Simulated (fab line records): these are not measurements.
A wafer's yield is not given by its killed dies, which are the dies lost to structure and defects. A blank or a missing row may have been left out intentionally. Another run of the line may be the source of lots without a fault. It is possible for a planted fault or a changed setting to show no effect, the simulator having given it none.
Which tool is to blame? | flow gf180mcu | Sampling: 24 lots, 72 wafers, 6 of 602 route steps

== WHAT THE GAUGES READ, wafer by wafer ==
GF_M2_RS_MEAS_05: measurement is done with a four-point probe.
lot  | measured     | on            | M2_ALCU_RS (ohm/sq)
L074 | day 17 22:42 | film-metro-02 | 0.0693 0.0689 0.0688
L075 | day 18 14:19 | film-metro-04 | 0.0686 0.0682 0.0687
L076 | day 18 15:37 | film-metro-03 | 0.0676 0.0678 0.0679
L077 | day 18 22:35 | film-metro-02 | 0.0686 0.0691 0.0693
L078 | day 19 09:55 | film-metro-04 | 0.0702 0.0701 0.0689
L079 | day 19 16:14 | film-metro-04 | 0.0701 0.0700 0.0703
L080 | day 19 23:39 | film-metro-03 | 0.0687 0.0687 0.0678
L081 | day 20 14:39 | film-metro-03 | 0.0687 0.0686 0.0679
L082 | day 21 01:19 | film-metro-03 | 0.0689 0.0688 0.0683
L083 | day 21 15:02 | film-metro-02 | 0.0688 0.0695 0.0690
L084 | day 21 16:32 | film-metro-04 | 0.0694 0.0685 0.0685
L085 | day 21 23:10 | film-metro-03 | 0.0687 0.0681 0.0677
L086 | day 22 06:56 | film-metro-03 | 0.0692 0.0688 0.0696
L087 | day 23 01:22 | film-metro-03 | 0.0683 0.0679 0.0696
L088 | day 23 01:50 | film-metro-02 | 0.0686 0.0703 0.0695
L089 | day 23 22:34 | film-metro-03 | 0.0691 0.0697 0.0705
L090 | day 23 22:55 | film-metro-03 | 0.0690 0.0704 0.0701
L091 | day 24 06:38 | film-metro-02 | 0.0699 0.0689 0.0688
L093 | day 24 16:35 | film-metro-04 | 0.0686 0.0685 0.0699
L092 | day 24 18:29 | film-metro-03 | 0.0691 0.0680 0.0696
L094 | day 25 00:02 | film-metro-03 | 0.0681 0.0683 0.0680
L095 | day 25 10:31 | film-metro-03 | 0.0691 0.0695 0.0682
L096 | day 25 11:23 | film-metro-03 | 0.0685 0.0686 0.0695
L097 | day 25 23:34 | film-metro-04 | 0.0701 0.0694 0.0699

GF_V4_THK_MEAS_03.
lot  | measured     | on            | V4_CVD_02_THK (nm)
L074 | day 23 07:40 | film-metro-04 | 860 852 867
L075 | day 23 22:05 | film-metro-02 | 846 847 856
L076 | day 23 23:58 | film-metro-01 | 829 837 848
L077 | day 24 03:20 | film-metro-01 | 849 854 852
L078 | day 24 13:35 | film-metro-01 | 860 850 875
L079 | day 24 19:37 | film-metro-02 | 830 838 850
L080 | day 25 01:14 | film-metro-04 | 853 850 863
L081 | day 25 15:10 | film-metro-02 | 847 853 858
L082 | day 26 00:07 | film-metro-04 | 848 860 862
L083 | day 26 10:50 | film-metro-01 | 828 867 861
L084 | day 26 11:18 | film-metro-01 | 846 849 847
L085 | day 26 19:12 | film-metro-01 | 829 854 859
L086 | day 27 01:52 | film-metro-04 | 854 822 857
L087 | day 27 17:13 | film-metro-04 | 859 873 864
L088 | day 27 18:52 | film-metro-01 | 828 821 844
L089 | day 28 12:13 | film-metro-01 | 848 844 848
L090 | day 28 12:53 | film-metro-01 | 854 833 871
L091 | day 28 20:13 | film-metro-02 | 859 841 858
L093 | day 29 05:45 | film-metro-02 | 846 851 846
L092 | day 29 07:25 | film-metro-04 | 835 829 831
L094 | day 29 11:13 | film-metro-02 | 832 842 856
L095 | day 29 19:58 | film-metro-04 | 847 849 848
L096 | day 29 21:40 | film-metro-02 | 843 842 850
L097 | day 30 09:32 | film-metro-02 | 831 859 849

GF_V5_CD_MEAS_14 targets a cd of 260 nm.
lot  | measured     | on        | cd-nm (nm)
L074 | day 27 00:31 | cd-sem-02 | 257.8 257.1 257.7
L075 | day 27 12:56 | cd-sem-02 | 260.2 260.1 260.7
L076 | day 27 14:35 | cd-sem-02 | 261.1 260.3 259.7
L077 | day 27 18:09 | cd-sem-01 | 261.4 260.4 260.8
L078 | day 28 02:56 | cd-sem-02 | 260.1 259.7 259.1
L079 | day 28 09:10 | cd-sem-01 | 259.6 258.8 259.8
L080 | day 28 15:52 | cd-sem-01 | 260.2 259.3 260.5
L081 | day 29 03:23 | cd-sem-01 | 260.2 260.0 261.6
L082 | day 29 11:18 | cd-sem-02 | 261.5 262.6 262.2
L083 | day 29 22:00 | cd-sem-01 | 261.9 261.2 261.0
L084 | day 29 22:19 | cd-sem-02 | 258.8 259.8 259.3
L085 | day 30 05:35 | cd-sem-01 | 259.6 258.9 259.7
L086 | day 30 11:37 | cd-sem-01 | 258.6 259.3 258.1
L087 | day 31 00:11 | cd-sem-01 | 259.5 260.4 261.2
L088 | day 31 02:52 | cd-sem-01 | 261.4 261.0 260.9
L089 | day 31 16:16 | cd-sem-01 | 261.9 261.6 260.6
L090 | day 31 17:53 | cd-sem-02 | 258.5 257.8 257.9
L091 | day 32 00:04 | cd-sem-02 | 260.5 258.6 258.4
L093 | day 32 07:27 | cd-sem-01 | 259.8 260.5 260.7
L092 | day 32 09:25 | cd-sem-02 | 259.0 257.4 257.4
L094 | day 32 13:39 | cd-sem-02 | 258.4 258.6 258.6
L095 | day 32 20:38 | cd-sem-01 | 259.0 259.2 260.0
L096 | day 32 22:28 | cd-sem-01 | 260.4 260.8 261.8
L097 | day 33 08:43 | cd-sem-02 | 256.7 257.9 257.9

GF_TOP_METAL_CD_MEAS_14 targets a cd of 440 nm.
lot  | measured     | on        | cd-nm (nm)
L074 | day 27 23:13 | cd-sem-02 | 441.3 441.8 441.5
L075 | day 28 11:32 | cd-sem-02 | 438.3 440.1 438.1
L076 | day 28 12:17 | cd-sem-02 | 439.9 441.7 441.2
L077 | day 28 16:52 | cd-sem-02 | 436.9 439.7 440.4
L078 | day 29 00:29 | cd-sem-01 | 440.1 438.9 439.5
L079 | day 29 07:01 | cd-sem-02 | 439.9 440.0 438.9
L080 | day 29 13:04 | cd-sem-01 | 440.1 440.3 440.2
L081 | day 29 23:53 | cd-sem-01 | 435.0 435.0 431.9
L082 | day 30 07:38 | cd-sem-01 | 442.5 440.5 441.4
L083 | day 30 17:29 | cd-sem-02 | 439.3 437.1 437.4
L084 | day 30 17:50 | cd-sem-01 | 438.3 436.7 437.2
L085 | day 31 00:23 | cd-sem-01 | 438.7 439.2 439.1
L086 | day 31 06:42 | cd-sem-01 | 441.3 438.7 441.6
L087 | day 31 19:33 | cd-sem-01 | 439.7 442.2 442.7
L088 | day 31 21:15 | cd-sem-02 | 442.6 439.5 439.5
L089 | day 32 09:43 | cd-sem-02 | 440.9 440.7 441.0
L090 | day 32 11:30 | cd-sem-02 | 443.0 443.1 441.7
L091 | day 32 17:48 | cd-sem-01 | 442.3 440.1 444.4
L093 | day 33 01:23 | cd-sem-01 | 436.2 438.3 436.4
L092 | day 33 02:44 | cd-sem-02 | 442.2 444.8 444.5
L094 | day 33 07:07 | cd-sem-01 | 441.3 442.3 439.8
L095 | day 33 14:15 | cd-sem-01 | 441.5 441.7 440.9
L096 | day 33 15:40 | cd-sem-01 | 438.4 438.3 440.3
L097 | day 34 01:11 | cd-sem-02 | 440.7 441.0 443.3

== EACH LOT AND THE TOOL THAT RAN IT (in order: tool; ch and the chambers of the sampled wafers; start) ==
lot  | GF_V4_ETCH_16                      | GF_V5_CMP_04
L074 | rie-diel-04 ch 0,1, day 24 06:52   | cmp-01 ch 2,3, day 26 03:40
L075 | rie-diel-04 ch 0,3, day 24 19:25   | cmp-02 ch 1,2,3, day 26 16:39
L076 | rie-diel-01 ch 0,1,2, day 24 21:49 | cmp-01 ch 1,2,3, day 26 18:52
L077 | rie-diel-01 ch 0,1,3, day 25 01:28 | cmp-02 ch 0,1,2, day 26 21:48
L078 | rie-diel-04 ch 1,2, day 25 11:22   | cmp-02 ch 0,3, day 27 06:41
L079 | rie-diel-04 ch 0,2, day 25 17:40   | cmp-02 ch 0,2,3, day 27 13:05
L080 | rie-diel-04 ch 0,1, day 25 22:59   | cmp-02 ch 1,2,3, day 27 19:19
L081 | rie-diel-03 ch 0,1, day 26 12:07   | cmp-02 ch 1,2,3, day 28 07:22
L082 | rie-diel-01 ch 0,2, day 26 21:08   | cmp-02 ch 2,3, day 28 16:39
L083 | rie-diel-04 ch 1,2,3, day 27 07:29 | cmp-02 ch 0,2,3, day 29 02:46
L084 | rie-diel-01 ch 0,3, day 27 07:50   | cmp-01 ch 0,2,3, day 29 02:59
L085 | rie-diel-03 ch 0,1,3, day 27 15:46 | cmp-02 ch 1,3, day 29 10:34
L086 | rie-diel-04 ch 0,1,3, day 27 22:08 | cmp-01 ch 0,1,3, day 29 16:58
L087 | rie-diel-04 ch 2,3, day 28 14:24   | cmp-02 ch 2,3, day 30 06:15
L088 | rie-diel-03 ch 0,1,3, day 28 16:40 | cmp-01 ch 1,2,3, day 30 09:12
L089 | rie-diel-04 ch 0,2, day 29 08:25   | cmp-02 ch 0,2,3, day 30 22:41
L090 | rie-diel-03 ch 0,1,2, day 29 08:46 | cmp-02 ch 0,1,3, day 31 00:23
L091 | rie-diel-04 ch 1,2,3, day 29 15:58 | cmp-01 ch 0,3, day 31 06:40
L093 | rie-diel-03 ch 1,2, day 30 01:37   | cmp-02 ch 0,3, day 31 14:41
L092 | rie-diel-04 ch 1,2,3, day 30 02:56 | cmp-02 ch 0,1,3, day 31 16:58
L094 | rie-diel-03 ch 0,1,2, day 30 06:19 | cmp-02 ch 1,3, day 31 21:35
L095 | rie-diel-01 ch 1,2,3, day 30 14:31 | cmp-02 ch 0,1,2, day 32 03:43
L096 | rie-diel-03 ch 2,3, day 30 16:02   | cmp-01 ch 1,2,3, day 32 06:10
L097 | rie-diel-04 ch 1,3, day 31 03:29   | cmp-02 ch 0,2,3, day 32 16:03
- GF_V4_ETCH_16: etches BARC in N2/H2.
- GF_V5_CMP_04: polishes SiO2.

== AS READ BY THE TOOLS THEMSELVES (means over the sampled wafers that have a number; for cases with no such wafer, the mark the record gives instead) ==
GF_V4_ETCH_16.
lot  | tool        | chamber-pressure-mTorr (mTorr) | drypump-motor-current-A (A) | oes-product-au (a.u.) | throttle-valve-pct (%)
L074 | rie-diel-04 | 30.030                         | 5.7                         | 0.855                 | 13.236
L075 | rie-diel-04 | 30.032                         | 6.2                         | 0.856                 | 13.217
L076 | rie-diel-01 | 29.988                         | 5.8                         | 0.855                 | 13.222
L077 | rie-diel-01 | 30.001                         | 5.6                         | 0.855                 | 13.225
L078 | rie-diel-04 | 29.970                         | 5.5                         | 0.853                 | 13.227
L079 | rie-diel-04 | 30.003                         | 6.0                         | 0.852                 | 13.217
L080 | rie-diel-04 | 30.000                         | 5.4                         | 0.855                 | 13.222
L081 | rie-diel-03 | 30.011                         | 5.2                         | 0.847                 | 13.220
L082 | rie-diel-01 | 30.006                         | 5.7                         | 0.855                 | 13.230
L083 | rie-diel-04 | 30.014                         | 5.7                         | 0.851                 | 13.222
L084 | rie-diel-01 | 29.994                         | 5.6                         | 0.853                 | 13.225
L085 | rie-diel-03 | 29.989                         | 5.3                         | 0.851                 | 13.224
L086 | rie-diel-04 | 30.031                         | 5.8                         | 0.854                 | 13.206
L087 | rie-diel-04 | 30.005                         | 6.0                         | 0.855                 | 13.225
L088 | rie-diel-03 | 29.998                         | 5.2                         | 0.854                 | 13.234
L089 | rie-diel-04 | 30.012                         | 5.9                         | 0.850                 | 13.224
L090 | rie-diel-03 | 29.972                         | 5.4                         | 0.856                 | 13.233
L091 | rie-diel-04 | 30.020                         | 5.7                         | 0.849                 | 13.221
L093 | rie-diel-03 | 30.011                         | 5.6                         | 0.860                 | 13.224
L092 | rie-diel-04 | 29.995                         | 5.7                         | 0.855                 | 13.221
L094 | rie-diel-03 | 29.990                         | 5.4                         | 0.854                 | 13.226
L095 | rie-diel-01 | 30.002                         | 5.7                         | 0.854                 | 13.222
L096 | rie-diel-03 | 29.987                         | 5.6                         | 0.856                 | 13.215
L097 | rie-diel-04 | 30.004                         | 5.9                         | 0.859                 | 13.229

GF_V5_CMP_04.
lot  | tool   | head-pressure-psi (psi) | motor-current-A (A) | retaining-ring-pressure-frac
L074 | cmp-01 | 3.989                   | 12.0                | 1.003
L075 | cmp-02 | 3.999                   | 12.9                | 0.999
L076 | cmp-01 | 4.005                   | 11.9                | 1.007
L077 | cmp-02 | 3.996                   | 12.6                | 1.001
L078 | cmp-02 | 3.987                   | 12.8                | 1.000
L079 | cmp-02 | 4.001                   | 13.3                | 1.002
L080 | cmp-02 | 4.003                   | 13.2                | 1.003
L081 | cmp-02 | 3.998                   | 13.0                | 0.999
L082 | cmp-02 | 4.010                   | 13.1                | 1.000
L083 | cmp-02 | 4.014                   | 13.0                | 0.997
L084 | cmp-01 | 4.000                   | 12.2                | 0.994
L085 | cmp-02 | 3.989                   | 13.1                | 0.998
L086 | cmp-01 | 4.003                   | 12.1                | 0.997
L087 | cmp-02 | 3.994                   | 12.9                | 1.001
L088 | cmp-01 | 4.008                   | 11.5                | 0.997
L089 | cmp-02 | 3.992                   | 12.4                | 0.999
L090 | cmp-02 | 4.006                   | 12.2                | 1.000
L091 | cmp-01 | 4.011                   | 13.4                | 1.000
L093 | cmp-02 | 4.001                   | 12.7                | 1.003
L092 | cmp-02 | 4.001                   | 12.7                | 1.001
L094 | cmp-02 | 4.004                   | 12.6                | 1.001
L095 | cmp-02 | 3.994                   | 12.6                | 0.999
L096 | cmp-01 | 3.997                   | 11.6                | 0.996
L097 | cmp-02 | 3.996                   | 12.8                | 1.005

== THE ANSWER, worked out from the rows above alone ==
Rule: what is usual is taken from the lots themselves. Put in order of their means at a reading, lots are off if they are a third of the lots or fewer, leave a main group of 4 or more, and stand apart from it by a gap of 3 or more times the standard deviation of the main group's means; of several such gaps the widest counts. Not used: any main group whose means are identical at the precision the tables above print for the reading. Also off: a lot with no number at a reading for which 4 or more lots have one. Any other lot the step has rows for is counted as sound. Order of review: gauges by route order, followed by the tools' own readings, for which a lot's mean as printed above is used. At the first step where some lot is off, the reading lying furthest off is the one used; lots without a number count as furthest.
None of the lots is off at any reading shown; this tells nothing.

== WHAT THE SIMULATOR HAD INSERTED ==
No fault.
